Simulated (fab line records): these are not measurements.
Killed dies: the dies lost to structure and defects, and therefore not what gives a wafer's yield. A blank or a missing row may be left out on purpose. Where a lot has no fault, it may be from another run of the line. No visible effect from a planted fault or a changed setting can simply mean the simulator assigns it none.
fab line records	flow sky130
[record] lots = 12	wafers = 36	lastDay = 50
route steps=708 shown VIA3@586 CAP2M@607 PAD_OPEN@708
lots that met no fault: taken from a fault-free run of the same line
startH: hours from the record's first day to the start of the lot's first wafer shown	waitH: hours from the lot's prior step to this one	" identical to the entry in the row above	L1.1+2: a single row standing in for several wafers	- no value, or no start given	* or withheld: withheld	< > ~ a bound
route shown NAME@n: NAME is a module with steps in the file, n the number in the route of the first one	usual: mean/standard deviation taken from wafers without a fault	same: alike in all rows	chamber/n: place in a boat	sites: readings site by site	_std_site: the values' standard deviation	_edge_site: the outer-site mean with the inner-site mean subtracted	radiusMm: how far each site lies from the wafer's centre	mask NAME#n: copy n	behind: the most recent tool/chamber to have shaped the wafer	hold: reason for holding the lot/hours on hold/outcome of the hold	device: the n, p or np transistor that did not switch	end of line: at the end of the route, the tests of the same wafers	where a step has no rows: the recipe by itself	killed: the dies lost at the first sort to structure and to defects; this is not the yield of the wafer	map: a wafer's dies, x killed, . not, _ none there
set.NAME: the setting the step ran with; set.NAME@STEP: the setting that earlier step ran with	model.NAME: the simulator's own value behind a step, which no gauge read
one table for each step of the route and one row for each wafer, over a sample of lots
services: the hour from which a tool's chamber was out of use, counted from the record's first day as startH (under 0 if before that day), plus the number of hours and why
[[steps]]
[step SKY_VIA3_OVL_MEAS_13]
[usual] VIA3_OVL = -2/6.6
lot.wafer	tool	chamber	startH	waitH	VIA3_OVL[nm]
L263.3	overlay-02	-	947.90	0.1	-5
L263.4	"	-	"	"	-9
L263.5	"	-	"	"	0
L264.1	overlay-01	-	953.44	0.1	-8
L264.2	"	-	"	"	-11
L264.4	"	-	"	"	-10
L265.4	overlay-02	-	956.70	0.1	1
L265.5	"	-	"	"	-11
L265.6	"	-	"	"	2
L267.2	overlay-01	-	973.78	0.1	-3
L267.4	"	-	"	"	6
L267.6	"	-	"	"	-3
L269.2	overlay-02	-	985.75	0.1	-9
L269.5	"	-	"	"	-6
L269.6	"	-	"	"	-13
L275.2	overlay-02	-	1024.40	0.1	-5
L275.4	"	-	"	"	-8
L275.5	"	-	"	"	-8
L278.3	overlay-01	-	1044.74	0.1	-6
L278.5	"	-	"	"	-4
L278.6	"	-	"	"	4
L279.2	overlay-02	-	1049.83	0.1	8
L279.4	"	-	"	"	7
L279.5	"	-	"	"	-2
L281.2	overlay-01	-	1057.35	0.1	1
L281.3	"	-	"	"	-4
L281.5	"	-	"	"	-5
L282.1	overlay-01	-	1063.89	0.1	-7
L282.2	"	-	"	"	-6
L282.6	"	-	"	"	1
L283.1	overlay-01	-	1069.68	0.1	3
L283.2	"	-	"	"	1
L283.3	"	-	"	"	6
L285.3	overlay-02	-	1081.30	0.1	4
L285.4	"	-	"	"	1
L285.5	"	-	"	"	8
[step SKY_VIA3_SPUTTER_20]
[recipe] material = TiN	targetThkNm = 20	chamberPressurePa = 5	powerW = 4000	timeS = 80
[usual] cathodeDcPowerW = 4000.0/0.73	throttleValvePct = 29.8/0.96
lot.wafer	tool	chamber	startH	waitH	cathodeDcPowerW	throttleValvePct
L263.3	pvdSputter-03	-	948.63	0.0	3999.8	29.9
L263.4	"	-	"	"	4001.1	29.8
L263.5	"	-	"	"	3998.8	29.3
L264.1	pvdSputter-02	-	954.18	0.0	4001.8	28.8
L264.2	"	-	"	"	3999.2	29.3
L264.4	"	-	"	"	3999.6	29.4
L265.4	pvdSputter-03	-	957.42	0.0	3999.2	29.6
L265.5	"	-	"	"	3999.1	28.6
L265.6	"	-	"	"	4000.5	29.2
L267.2	pvdSputter-03	-	974.54	0.0	3999.8	29.9
L267.4	"	-	"	"	3998.8	29.6
L267.6	"	-	"	"	4000.6	29.5
L269.2	pvdSputter-01	-	986.47	0.0	4000.8	29.5
L269.5	"	-	"	"	3999.2	32.2
L269.6	"	-	"	"	4000.0	29.4
L275.2	pvdSputter-01	-	1025.12	0.0	4000.2	30.8
L275.4	"	-	"	"	4000.0	29.0
L275.5	"	-	"	"	3999.8	30.7
L278.3	pvdSputter-03	-	1045.46	0.0	4000.4	29.7
L278.5	"	-	"	"	4000.3	28.6
L278.6	"	-	"	"	3999.8	29.7
L279.2	pvdSputter-02	-	1050.56	0.0	4001.0	31.0
L279.4	"	-	"	"	4001.3	29.3
L279.5	"	-	"	"	4000.2	28.7
L281.2	pvdSputter-02	-	1058.07	0.0	3999.5	29.0
L281.3	"	-	"	"	4000.5	31.2
L281.5	"	-	"	"	4000.8	29.5
L282.1	pvdSputter-02	-	1064.62	0.0	4000.7	29.1
L282.2	"	-	"	"	3999.8	29.3
L282.6	"	-	"	"	3999.7	29.0
L283.1	pvdSputter-02	-	1070.41	0.0	4000.1	31.0
L283.2	"	-	"	"	3999.7	29.4
L283.3	"	-	"	"	3998.9	28.9
L285.3	pvdSputter-03	-	1082.02	0.0	3999.4	29.8
L285.4	"	-	"	"	3998.9	29.5
L285.5	"	-	"	"	4000.3	29.3
[step SKY_VIA3_CMP_24]
[recipe] stopOn = SiO2	tOverpolishS = 20	downForcePsi = 3.5	platenRpm = 60	targetThkNm = 0	padVelocityMS = 0.94248
[usual] motorCurrentA = 11.1/0.86	overpolishRunS = 20.000/0.0081	platenRpm = 60.00/0.037	retainingRingPressureFrac = 0.999/0.0044	slurryFilterDpKPa = 13.49/0.13	timeToEndpointS = 95/3.3
[same] tOverpolishS = 20
lot.wafer	tool	chamber	startH	waitH	motorCurrentA	overpolishRunS	platenRpm	retainingRingPressureFrac	slurryFilterDpKPa	timeToEndpointS
L263.4	cmp-01	2	949.12	0.2	12.1	19.996	60.03	0.994	13.53	94
L263.3	"	0	"	"	11.8	19.999	60.05	0.998	13.55	98
L263.5	"	2	"	"	12.1	20.007	60.04	1.000	13.51	95
L264.4	cmp-02	2	954.54	0.0	10.0	19.987	59.95	0.998	13.71	94
L264.2	"	3	"	"	10.4	20.005	60.03	1.001	13.66	95
L264.1	"	0	"	"	9.4	19.998	59.99	0.997	13.27	98
L265.4	cmp-02	2	957.89	0.1	10.2	19.995	59.99	0.998	13.36	96
L265.5	"	0	"	"	9.2	20.002	60.01	1.000	13.69	99
L265.6	"	1	"	"	11.2	19.999	59.99	1.002	13.43	93
L267.4	cmp-02	3	974.96	0.1	10.5	19.988	60.00	0.996	13.49	95
L267.2	"	0	"	"	9.3	0.036	59.99	1.003	13.46	146
L267.6	"	3	"	"	11.2	20.013	60.02	0.996	13.55	93
L269.2	cmp-01	1	986.88	0.1	10.9	20.007	59.94	1.003	13.58	91
L269.5	"	0	"	"	11.7	20.001	60.02	0.996	13.58	93
L269.6	"	1	"	"	11.9	19.988	59.97	1.006	13.49	91
L275.2	cmp-01	3	1025.60	0.1	12.2	20.007	60.11	0.999	13.56	97
L275.4	"	0	"	"	11.2	19.996	60.07	1.001	13.53	98
L275.5	"	1	"	"	11.3	19.991	60.05	1.004	13.56	88
L278.3	cmp-01	3	1045.82	0.0	12.0	20.011	60.03	1.001	13.34	94
L278.5	"	3	"	"	11.9	20.000	60.01	0.995	13.55	95
L278.6	"	0	"	"	11.9	20.000	60.00	1.008	13.64	92
L279.4	cmp-02	0	1050.92	0.0	9.0	19.991	59.94	0.994	13.74	95
L279.2	"	1	"	"	11.4	20.001	59.97	0.999	13.40	91
L279.5	"	0	"	"	9.3	20.009	60.10	1.002	13.39	97
L281.2	cmp-01	0	1058.49	0.1	11.0	19.999	60.02	0.998	13.45	96
L281.3	"	2	"	"	11.9	19.996	60.01	0.999	13.30	97
L281.5	"	0	"	"	11.8	19.996	60.00	1.001	13.36	96
L282.2	cmp-02	1	1064.98	0.0	11.3	20.010	59.97	0.999	13.36	91
L282.1	"	3	"	"	11.1	20.024	60.00	1.004	13.47	99
L282.6	"	1	"	"	11.4	20.010	59.99	1.003	13.71	94
L283.3	cmp-01	1	1070.82	0.1	11.6	19.990	59.97	0.998	13.55	96
L283.1	"	2	"	"	11.9	19.994	59.98	0.999	13.48	99
L283.2	"	3	"	"	11.4	20.004	60.02	0.996	13.46	100
L285.4	cmp-02	0	1082.44	0.1	9.1	19.999	60.06	0.997	13.59	97
L285.3	"	2	"	"	10.8	20.010	60.00	0.997	13.37	96
L285.5	"	0	"	"	9.3	20.000	59.96	0.995	13.56	97
[step SKY_CAP2M_THK_MEAS_04]
[recipe] thkMeasGauge = xrf	reads = TiN_of_CAP2M_SPUTTER_02
[usual] CAP2M_TIN_THK = 196.2/2
lot.wafer	tool	chamber	startH	waitH	CAP2M_TIN_THK[nm]
L263.3	filmMetro-03	-	949.91	0.1	191.6
L263.4	"	-	"	"	193.7
L263.5	"	-	"	"	193.5
L264.1	filmMetro-04	-	955.31	0.1	195.6
L264.2	"	-	"	"	193.3
L264.4	"	-	"	"	198.3
L265.4	filmMetro-04	-	958.60	0.1	192.2
L265.5	"	-	"	"	193.5
L265.6	"	-	"	"	192.0
L267.4	filmMetro-02	-	975.71	0.1	197.2
L267.6	"	-	"	"	197.4
L269.2	filmMetro-03	-	987.61	0.1	194.0
L269.5	"	-	"	"	195.7
L269.6	"	-	"	"	196.9
L275.2	filmMetro-03	-	1026.27	0.1	193.5
L275.4	"	-	"	"	193.5
L275.5	"	-	"	"	191.8
L278.3	filmMetro-04	-	1046.60	0.1	195.7
L278.5	"	-	"	"	196.9
L278.6	"	-	"	"	196.6
L279.2	filmMetro-02	-	1051.69	0.1	198.2
L279.4	"	-	"	"	200.6
L279.5	"	-	"	"	199.1
L281.2	filmMetro-04	-	1059.22	0.1	195.4
L281.3	"	-	"	"	193.8
L281.5	"	-	"	"	195.3
L282.1	filmMetro-03	-	1065.74	0.1	192.4
L282.2	"	-	"	"	196.2
L282.6	"	-	"	"	194.3
L283.1	filmMetro-02	-	1071.53	0.1	198.2
L283.2	"	-	"	"	196.9
L283.3	"	-	"	"	193.6
L285.3	filmMetro-03	-	1083.18	0.1	194.8
L285.4	"	-	"	"	194.2
L285.5	"	-	"	"	193.9
[step SKY_PAD_OPEN_PROBE_99]
[usual] defectLimitedYield = 82.5/1.9	killed_at_M0_to_M3 = 42/7.2	killed_at_M4_up = 3.5/1.8	killedAtContacts = 25/5.7	killedAtFrontEnd = 16/4.6	killedAtOther = 0.2/0.41	killedDies = 86/9.3	killedOnRim = 17/3.9	killedOpen = 47/6.3	killedShort = 39/5.9
[same] grossDies = 492	killedAtBackSide = 0
lot.wafer	tool	chamber	startH	waitH	defectLimitedYield[%]	killed_at_M0_to_M3	killed_at_M4_up	killedAtContacts	killedAtFrontEnd	killedAtOther	killedDies	killedOnRim	killedOpen	killedShort
L263.3	prober-01	-	1093.00	0.2	82.7	47	5	17	16	0	85	24	46	39
L263.4	prober-01	-	1093.05	0.2	80.3	62	4	23	7	1	97	16	55	42
L263.5	prober-01	-	1093.10	0.2	81.7	38	6	26	20	0	90	15	48	42
L264.1	prober-02	-	1097.32	0.1	80.7	42	3	32	18	0	95	16	51	44
L264.2	prober-02	-	1097.37	0.1	78.9	43	6	42	13	0	104	26	57	47
L264.4	prober-02	-	1097.47	0.2	82.3	41	3	27	16	0	87	13	49	38
L265.4	prober-02	-	1101.24	0.2	83.7	44	5	18	13	0	80	14	43	37
L265.5	prober-02	-	1101.29	0.2	86.2	33	1	21	13	0	68	11	40	28
L265.6	prober-02	-	1101.34	0.2	85.0	35	4	20	15	0	74	18	42	32
L267.2	prober-02	-	1114.44	0.1	0	436	5	27	23	1	492	96	57	46
L267.4	prober-02	-	1114.54	0.2	82.5	42	1	21	22	0	86	26	55	31
L267.6	prober-02	-	1114.64	0.2	82.5	41	3	27	14	1	86	17	46	40
L269.2	prober-02	-	1125.67	0.1	81.1	49	3	23	18	0	93	17	52	41
L269.5	prober-02	-	1125.82	0.2	82.7	44	2	29	10	0	85	15	49	36
L269.6	prober-02	-	1125.87	0.2	81.1	32	4	39	17	1	93	16	54	39
L275.2	prober-02	-	1155.85	0.1	83.5	33	4	23	21	0	81	15	39	42
L275.4	prober-02	-	1155.95	0.2	80.1	61	4	21	12	0	98	21	55	43
L275.5	prober-02	-	1156.00	0.2	82.9	43	4	25	12	0	84	15	46	38
L278.3	prober-01	-	1171.75	0.2	80.3	46	6	21	24	0	97	16	57	40
L278.5	prober-01	-	1171.85	0.2	81.5	41	5	24	21	0	91	18	51	40
L278.6	prober-01	-	1171.90	0.2	79.9	52	5	27	15	0	99	15	58	41
L279.2	prober-02	-	1176.98	0.1	81.1	45	4	27	17	0	93	18	58	35
L279.4	prober-02	-	1177.08	0.2	80.7	53	3	24	15	0	95	19	52	43
L279.5	prober-02	-	1177.13	0.2	80.7	48	4	24	19	0	95	23	59	36
L281.2	prober-02	-	1183.40	0.1	82.7	43	3	24	15	0	85	21	47	38
L281.3	prober-02	-	1183.45	0.2	83.7	44	4	13	19	0	80	16	52	28
L281.5	prober-02	-	1183.55	0.2	80.3	51	1	24	21	0	97	15	47	50
L282.1	prober-01	-	1187.24	0.1	82.7	42	2	25	16	0	85	14	47	38
L282.2	prober-01	-	1187.29	0.1	82.7	41	4	29	11	0	85	13	42	43
L282.6	prober-01	-	1187.49	0.2	83.1	49	0	17	17	0	83	20	48	35
L283.1	prober-02	-	1191.69	0.1	81.5	44	8	22	17	0	91	20	55	36
L283.2	prober-02	-	1191.74	0.1	82.1	42	6	20	20	0	88	20	51	37
L283.3	prober-02	-	1191.79	0.2	82.9	49	0	18	17	0	84	15	46	38
L285.3	prober-02	-	1200.72	0.2	84.8	42	3	15	15	0	75	15	45	30
L285.4	prober-02	-	1200.77	0.2	86.2	34	4	26	4	0	68	11	46	22
L285.5	prober-02	-	1200.82	0.2	83.7	40	3	26	10	1	80	14	48	32
// killed by level:class
L263.3 VIA1:geometricParticle:open=17 METAL1:geometricParticle:short=6 VIA3:geometricParticle:open=6 LI_CONTACT:geometricParticle:open=5 VIA3:geometricParticle:short=5 FIELD_ISO:geometricParticle:short=4 CONTACT:geometricParticle:short=4 VIA1:geometricParticle:short=4
L263.4 LI_CONTACT:geometricParticle:open=12 VIA3:geometricParticle:open=12 VIA1:geometricParticle:open=11 METAL1:geometricParticle:short=9 VIA1:geometricParticle:short=9 VIA2:geometricParticle:open=7 METAL2:geometricParticle:short=6 CONTACT:geometricParticle:open=5
L263.5 CONTACT:geometricParticle:open=12 VIA1:geometricParticle:open=7 METAL2:geometricParticle:short=7 VIA3:geometricParticle:open=6 SPACER:geometricParticle:short=6 CONTACT:geometricParticle:short=6 VIA2:geometricParticle:open=6 METAL1:geometricParticle:short=5
L264.1 CONTACT:geometricParticle:open=13 VIA1:geometricParticle:open=10 CONTACT:geometricParticle:short=9 METAL2:geometricParticle:short=8 FIELD_ISO:geometricParticle:open=7 LOCAL_INTERCONNECT:geometricParticle:short=6 VIA2:geometricParticle:open=6 VIA1:geometricParticle:short=5
L264.2 CONTACT:geometricParticle:open=24 METAL2:geometricParticle:short=9 VIA3:geometricParticle:open=7 LOCAL_INTERCONNECT:geometricParticle:short=7 METAL4:geometricParticle:short=6 POLY_GATE:geometricParticle:open=5 CONTACT:geometricParticle:short=5 METAL3:geometricParticle:short=5
L264.4 CONTACT:geometricParticle:open=10 VIA1:geometricParticle:open=10 VIA3:geometricParticle:open=7 CONTACT:geometricParticle:short=5 METAL2:geometricParticle:short=5 METAL3:geometricParticle:short=5 POLY_GATE:geometricParticle:open=4 LI_CONTACT:geometricParticle:open=4
L265.4 VIA1:geometricParticle:open=11 VIA1:geometricParticle:short=7 VIA2:geometricParticle:open=7 CONTACT:geometricParticle:open=6 CONTACT:geometricParticle:short=5 LI_CONTACT:geometricParticle:open=4 METAL2:geometricParticle:short=4 VIA2:geometricParticle:short=4
L265.5 CONTACT:geometricParticle:open=10 VIA2:geometricParticle:open=7 METAL1:geometricParticle:short=5 VIA1:geometricParticle:open=5 METAL2:geometricParticle:short=5 FIELD_ISO:geometricParticle:open=4 POLY_GATE:geometricParticle:open=4 LOCAL_INTERCONNECT:geometricParticle:short=4
L265.6 VIA1:geometricParticle:open=8 CONTACT:geometricParticle:open=7 LI_CONTACT:geometricParticle:open=6 METAL1:geometricParticle:short=6 FIELD_ISO:geometricParticle:open=5 VIA2:geometricParticle:open=5 FIELD_ISO:geometricParticle:short=4 VIA1:geometricParticle:short=4
L267.2 VIA3:areaCmp=389 VIA1:geometricParticle:open=12 CONTACT:geometricParticle:open=11 VIA1:geometricParticle:short=8 VIA3:geometricParticle:open=8 FIELD_ISO:geometricParticle:open=7 LI_CONTACT:geometricParticle:open=7 CONTACT:geometricParticle:short=6
L267.4 VIA1:geometricParticle:open=12 CONTACT:geometricParticle:open=9 VIA3:geometricParticle:open=8 FIELD_ISO:geometricParticle:open=7 LOCAL_INTERCONNECT:geometricParticle:short=7 SPACER:geometricParticle:open=6 METAL1:geometricParticle:short=5 FIELD_ISO:geometricParticle:short=4
L267.6 VIA1:geometricParticle:open=13 CONTACT:geometricParticle:open=9 VIA2:geometricParticle:open=7 FIELD_ISO:geometricParticle:open=6 CONTACT:geometricParticle:short=6 VIA2:geometricParticle:short=6 LI_CONTACT:geometricParticle:short=5 LI_CONTACT:geometricParticle:open=5
L269.2 VIA2:geometricParticle:open=11 VIA1:geometricParticle:open=9 CONTACT:geometricParticle:open=8 METAL1:geometricParticle:short=7 LI_CONTACT:geometricParticle:open=6 FIELD_ISO:geometricParticle:open=5 VIA1:geometricParticle:short=5 LOCAL_INTERCONNECT:geometricParticle:short=4
L269.5 VIA1:geometricParticle:open=15 CONTACT:geometricParticle:open=12 LI_CONTACT:geometricParticle:open=7 METAL2:geometricParticle:short=6 METAL1:geometricParticle:short=5 VIA1:geometricParticle:short=5 VIA3:geometricParticle:open=4 VIA2:geometricParticle:open=4
L269.6 CONTACT:geometricParticle:open=14 LI_CONTACT:geometricParticle:open=10 VIA2:geometricParticle:open=7 CONTACT:geometricParticle:short=6 LOCAL_INTERCONNECT:geometricParticle:short=6 VIA3:geometricParticle:open=5 FIELD_ISO:geometricParticle:short=4 POLY_GATE:geometricParticle:open=4
L275.2 VIA3:geometricParticle:open=9 LI_CONTACT:geometricParticle:open=7 FIELD_ISO:geometricParticle:short=6 VIA1:geometricParticle:open=6 CONTACT:geometricParticle:short=5 METAL1:geometricParticle:short=5 FIELD_ISO:geometricParticle:open=4 CONTACT:geometricParticle:open=4
L275.4 VIA3:geometricParticle:open=10 VIA1:geometricParticle:open=9 METAL2:geometricParticle:short=9 LI_CONTACT:geometricParticle:open=7 LOCAL_INTERCONNECT:geometricParticle:short=5 CONTACT:geometricParticle:open=5 METAL1:geometricParticle:short=5 VIA1:geometricParticle:short=5
L275.5 METAL2:geometricParticle:short=10 VIA1:geometricParticle:open=8 LI_CONTACT:geometricParticle:open=7 LOCAL_INTERCONNECT:geometricParticle:short=7 CONTACT:geometricParticle:open=7 VIA3:geometricParticle:open=6 VIA2:geometricParticle:open=5 POLY_CUT:geometricParticle:open=3
L278.3 VIA1:geometricParticle:open=12 METAL1:geometricParticle:short=8 CONTACT:geometricParticle:open=7 VIA3:geometricParticle:open=7 FIELD_ISO:geometricParticle:open=6 VIA2:geometricParticle:open=6 POLY_GATE:geometricParticle:open=6 LI_CONTACT:geometricParticle:open=6
L278.5 CONTACT:geometricParticle:open=11 METAL1:geometricParticle:short=10 VIA3:geometricParticle:open=9 POLY_GATE:geometricParticle:short=8 LI_CONTACT:geometricParticle:open=7 VIA1:geometricParticle:open=7 FIELD_ISO:geometricParticle:open=4 VIA2:geometricParticle:open=4
L278.6 LI_CONTACT:geometricParticle:open=12 VIA1:geometricParticle:open=11 VIA2:geometricParticle:open=7 CONTACT:geometricParticle:open=7 METAL2:geometricParticle:short=6 VIA3:geometricParticle:open=5 METAL1:geometricParticle:open=5 METAL1:geometricParticle:short=5
L279.2 CONTACT:geometricParticle:open=12 VIA1:geometricParticle:open=12 VIA2:geometricParticle:open=9 VIA3:geometricParticle:open=7 METAL2:geometricParticle:short=6 METAL1:geometricParticle:short=6 POLY_GATE:geometricParticle:open=5 FIELD_ISO:geometricParticle:open=4
L279.4 VIA1:geometricParticle:open=14 CONTACT:geometricParticle:open=8 METAL2:geometricParticle:short=7 VIA3:geometricParticle:open=7 POLY_GATE:geometricParticle:open=5 LI_CONTACT:geometricParticle:open=5 CONTACT:geometricParticle:short=5 VIA3:geometricParticle:short=5
L279.5 CONTACT:geometricParticle:open=10 VIA2:geometricParticle:open=8 VIA1:geometricParticle:open=8 VIA3:geometricParticle:open=8 LI_CONTACT:geometricParticle:open=7 FIELD_ISO:geometricParticle:open=6 METAL1:geometricParticle:short=6 VIA3:geometricParticle:short=6
L281.2 VIA1:geometricParticle:open=11 LI_CONTACT:geometricParticle:open=9 CONTACT:geometricParticle:open=7 VIA2:geometricParticle:open=7 FIELD_ISO:geometricParticle:short=5 VIA1:geometricParticle:short=4 METAL2:geometricParticle:short=4 LI_CONTACT:geometricParticle:short=3
L281.3 VIA1:geometricParticle:open=11 LI_CONTACT:geometricParticle:open=7 POLY_GATE:geometricParticle:open=6 VIA3:geometricParticle:open=6 VIA2:geometricParticle:open=6 FIELD_ISO:geometricParticle:short=4 POLY_GATE:geometricParticle:short=4 VIA3:geometricParticle:short=4
L281.5 VIA1:geometricParticle:open=11 VIA1:geometricParticle:short=7 VIA2:geometricParticle:open=7 LI_CONTACT:geometricParticle:open=6 METAL2:geometricParticle:short=6 VIA3:geometricParticle:short=5 POLY_GATE:geometricParticle:short=5 LOCAL_INTERCONNECT:geometricParticle:short=5
L282.1 VIA3:geometricParticle:open=10 CONTACT:geometricParticle:open=8 METAL2:geometricParticle:short=7 VIA2:geometricParticle:open=7 CONTACT:geometricParticle:short=5 POLY_GATE:geometricParticle:open=5 VIA1:geometricParticle:open=5 LI_CONTACT:geometricParticle:open=5
L282.2 CONTACT:geometricParticle:open=12 VIA1:geometricParticle:open=11 LOCAL_INTERCONNECT:geometricParticle:short=6 METAL1:geometricParticle:short=5 LI_CONTACT:geometricParticle:short=5 VIA2:geometricParticle:short=5 VIA3:geometricParticle:short=5 FIELD_ISO:geometricParticle:open=4
L282.6 VIA2:geometricParticle:open=11 CONTACT:geometricParticle:open=10 FIELD_ISO:geometricParticle:short=7 VIA1:geometricParticle:open=7 VIA3:geometricParticle:open=6 VIA1:geometricParticle:short=6 METAL1:geometricParticle:short=4 FIELD_ISO:geometricParticle:open=3
L283.1 VIA1:geometricParticle:open=13 LI_CONTACT:geometricParticle:open=9 VIA1:geometricParticle:short=8 VIA3:geometricParticle:open=8 CONTACT:geometricParticle:open=7 FIELD_ISO:geometricParticle:open=4 METAL4:geometricParticle:short=4 FIELD_ISO:geometricParticle:short=3
L283.2 CONTACT:geometricParticle:open=10 VIA2:geometricParticle:open=10 VIA1:geometricParticle:open=8 FIELD_ISO:geometricParticle:short=6 VIA3:geometricParticle:open=5 METAL4:geometricParticle:short=5 LI_CONTACT:geometricParticle:open=4 FIELD_ISO:geometricParticle:open=3
L283.3 VIA1:geometricParticle:open=11 VIA3:geometricParticle:open=7 FIELD_ISO:geometricParticle:short=6 VIA2:geometricParticle:open=6 CONTACT:geometricParticle:open=5 METAL1:geometricParticle:short=5 VIA1:geometricParticle:short=5 SPACER:geometricParticle:open=4
L285.3 VIA2:geometricParticle:open=10 VIA1:geometricParticle:open=9 METAL1:geometricParticle:short=7 VIA3:geometricParticle:open=6 FIELD_ISO:geometricParticle:short=5 FIELD_ISO:geometricParticle:open=4 CONTACT:geometricParticle:open=4 VIA1:geometricParticle:short=4
L285.4 VIA1:geometricParticle:open=12 CONTACT:geometricParticle:open=9 LI_CONTACT:geometricParticle:open=9 VIA2:geometricParticle:open=7 VIA3:geometricParticle:short=4 LOCAL_INTERCONNECT:geometricParticle:short=4 VIA3:geometricParticle:open=4 METAL4:geometricParticle:short=3
L285.5 VIA1:geometricParticle:open=9 CONTACT:geometricParticle:open=9 VIA2:geometricParticle:open=8 METAL1:geometricParticle:short=6 LI_CONTACT:geometricParticle:open=6 CONTACT:geometricParticle:short=6 VIA3:geometricParticle:open=6 LOCAL_INTERCONNECT:geometricParticle:short=3
[[services]]
tool	chamber	startH	hours	kind
pvdSputter-02	2	930.04	-	consumableReplace:kit
pvdSputter-02	2	930.04	18.0	scheduledDown
pvdSputter-02	2	930.04	18.0	ventCycle
cmp-01	-	937.08	5.6	pm
cmp-02	-	943.39	1.1	repair
pvdSputter-02	-	947.51	4.0	repair
cmp-01	-	955.42	5.7	pm
cmp-02	-	966.38	3.9	repair
pvdSputter-03	-	967.76	2.9	repair
pvdSputter-01	-	981.76	1.7	repair
cmp-02	-	985.58	12.6	repair
pvdSputter-03	-	1016.37	3.0	repair
pvdSputter-01	1	1024.53	-	consumableReplace:kit
pvdSputter-01	1	1024.53	18.0	scheduledDown
pvdSputter-01	1	1024.53	18.0	ventCycle
pvdSputter-02	1	1025.61	-	consumableReplace:kit
pvdSputter-02	1	1025.61	18.0	scheduledDown
pvdSputter-02	1	1025.61	18.0	ventCycle
cmp-02	-	1057.40	0.6	repair
pvdSputter-02	-	1067.27	2.5	repair
[[key]]
[firstSign] step = SKY_VIA3_CMP_24	reading = overpolishRunS	direction = down	sigmas = 99+	usual = 20.000	struck = 0.036
[effect] step = SKY_VIA3_CMP_24	reading = timeToEndpointS	direction = up	sigmas = 15	usual = *	struck = *
[effect] step = SKY_PAD_OPEN_PROBE_99	reading = killed_at_M0_to_M3	direction = up	sigmas = 55	usual = 42	struck = 436
[moreKillsBornAt] SKY_VIA3_CMP_24@cmp-02 = 389
metAt SKY_VIA3_CMP_24
struckLots L267
struckWafers L267.2
laterRowsLeftOut L267.2
notActingAt SKY_VIA3_OVL_MEAS_13,SKY_VIA3_SPUTTER_20,SKY_CAP2M_THK_MEAS_04
[fault] kind = processParameterDrift	tool = cmp-02	chamber = 0	onsetH = 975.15	steps = SKY_VIA3_CMP_24	channel = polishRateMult	offset = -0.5	shape = step	endH = 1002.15
// laterRowsLeftOut: the simulator's readings of these wafers behind a module that went badly wrong aren't trusted and aren't shown, but for the sort
